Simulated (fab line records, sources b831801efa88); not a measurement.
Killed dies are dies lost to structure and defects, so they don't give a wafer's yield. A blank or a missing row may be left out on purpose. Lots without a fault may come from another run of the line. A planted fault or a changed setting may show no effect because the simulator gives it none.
Which tool did it? | flow gf180mcu | 10 lots, 30 wafers sampled, at 2 steps of a route of 602

WHAT THE GAUGES READ, wafer by wafer
GF_DNWELL_TW_MEAS_09.
lot  | measured    | on            | DNWELL_TW
L589 | day 2 18:23 | film_metro-04 | 1350 1360 1353
L590 | day 3 00:08 | film_metro-02 | 1352 1337 1345
L591 | day 3 04:30 | film_metro-01 | 1352 1356 1356
L592 | day 3 11:12 | film_metro-04 | 1369 1362 1367
L595 | day 4 03:46 | film_metro-01 | 1298 1299 1310
L602 | day 5 16:22 | film_metro-02 | 1305 1305 1295
L608 | day 6 23:55 | film_metro-02 | 1349 1344 1350
L609 | day 7 05:33 | film_metro-02 | 1339 1346 1348
L610 | day 7 11:15 | film_metro-04 | 1344 1336 1343
L612 | day 7 20:44 | film_metro-01 | 1343 1344 1341

WHICH TOOL RAN EACH LOT (tool, then ch and the chambers of the sampled wafers, then the start)
lot  | GF_DNWELL_IMPLANT_07
L589 | implanter-01 ch 0, day 2 18:08
L590 | implanter-04 ch 0, day 2 23:53
L591 | implanter-01 ch 0, day 3 04:16
L592 | implanter-01 ch 0, day 3 10:57
L595 | implanter-01 ch 0, day 4 03:31
L602 | implanter-01 ch 0, day 5 16:10
L608 | implanter-04 ch 0, day 6 23:40
L609 | implanter-03 ch 0, day 7 05:18
L610 | implanter-04 ch 0, day 7 11:00
L612 | implanter-03 ch 0, day 7 20:29
- GF_DNWELL_IMPLANT_07

THE ANSWER, worked out from the rows above alone
Rule: what is usual is taken from the lots themselves. Put in order of their means at a reading, lots are off if they are a third of the lots or fewer, leave a main group of 4 or more, and stand apart from it by a gap of 3 or more times the standard deviation of the main group's means; of several such gaps the widest counts. A main group whose means are all the same, to the digits that the tables above print for the reading, isn't used. A lot without any number at a reading at which 4 lots or more have one is off too. The other lots that the step has rows for count as sound.
Off: L595, L602, at GF_DNWELL_TW_MEAS_09 (DNWELL_TW). The main group: mean 1349, standard deviation 7.9.
A tool fits if, at a process step before that reading, it ran every lot that is off, and no sound lot after the first of them. The gauges at GF_DNWELL_TW_MEAS_09 are tried like those tools. One fits: implanter-01 at GF_DNWELL_IMPLANT_07. Its last sound lot is L592 (day 3 10:57), its first lot that is off L595 (day 4 03:31): a fault that began between those two fits.

WHAT THE SIMULATOR HAD PUT IN
Process parameter drift: implanter-01, from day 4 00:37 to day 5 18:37, at GF_DNWELL_IMPLANT_07. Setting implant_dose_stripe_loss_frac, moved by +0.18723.
Lots struck among those shown: L595, L602. The rule above found the same.
